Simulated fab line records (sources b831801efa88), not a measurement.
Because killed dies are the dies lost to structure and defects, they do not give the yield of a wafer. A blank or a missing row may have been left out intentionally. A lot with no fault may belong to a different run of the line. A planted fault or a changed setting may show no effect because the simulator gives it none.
Matching of chambers	flow sky130	SKY_VIA3_ETCH_15 on rie_diel-02: 4 sister chambers
The step etches SiO2 in C4F8/O2/Ar, stops on TiN, target depth 507 nm, time 78 s. 8 wafers are shown with their chamber, then 7 later ones without.

WAFERS WITH THEIR CHAMBER
wafer	chamber	oes_product_au (a.u.)
L077.1	2	0.945
L077.6	3	0.947
L079.3	1	0.948
L079.6	2	0.941
L081.4	3	0.948
L081.5	1	0.946
L083.1	0	0.949
L083.5	0	0.943

WAFERS WHOSE CHAMBER IS MISSING
wafer	oes_product_au (a.u.)
L083.6	0.949
L084.1	0.946
L084.3	0.944
L084.5	0.947
L094.1	0.943
L094.4	0.948
L094.6	0.943

WHICH CHAMBER EACH WENT THROUGH
wafer	from the rows above	in truth
L083.6	can't be placed: 3 or 1 or 0 or 2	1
L084.1	can't be placed: 0 or 1 or 3 or 2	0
L084.3	can't be placed: 2 or 0 or 1 or 3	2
L084.5	can't be placed: 1 or 3 or 0 or 2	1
L094.1	can't be placed: 2 or 0 or 1 or 3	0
L094.4	can't be placed: 3 or 1 or 0 or 2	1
L094.6	can't be placed: 2 or 0 or 1 or 3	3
Placed correctly: 0 of 7. These rows do not allow placing 7 (true chamber among the candidates in 7). 0 placed wrongly.
How it was worked out, from the rows above alone: a wafer's distance from a chamber is the root of the sum, over the readings, of the square of ((its reading less the chamber's mean) divided by the reading's scatter). The wafer belongs to the nearest chamber; if the next one is less than 2 further off, it can't be placed. Each chamber's mean is taken over the wafers shown for it. How the scatter is found: for the shown wafers, subtract from each reading the mean of its chamber, square and add these, divide the total by (wafers less chambers), then take the root.
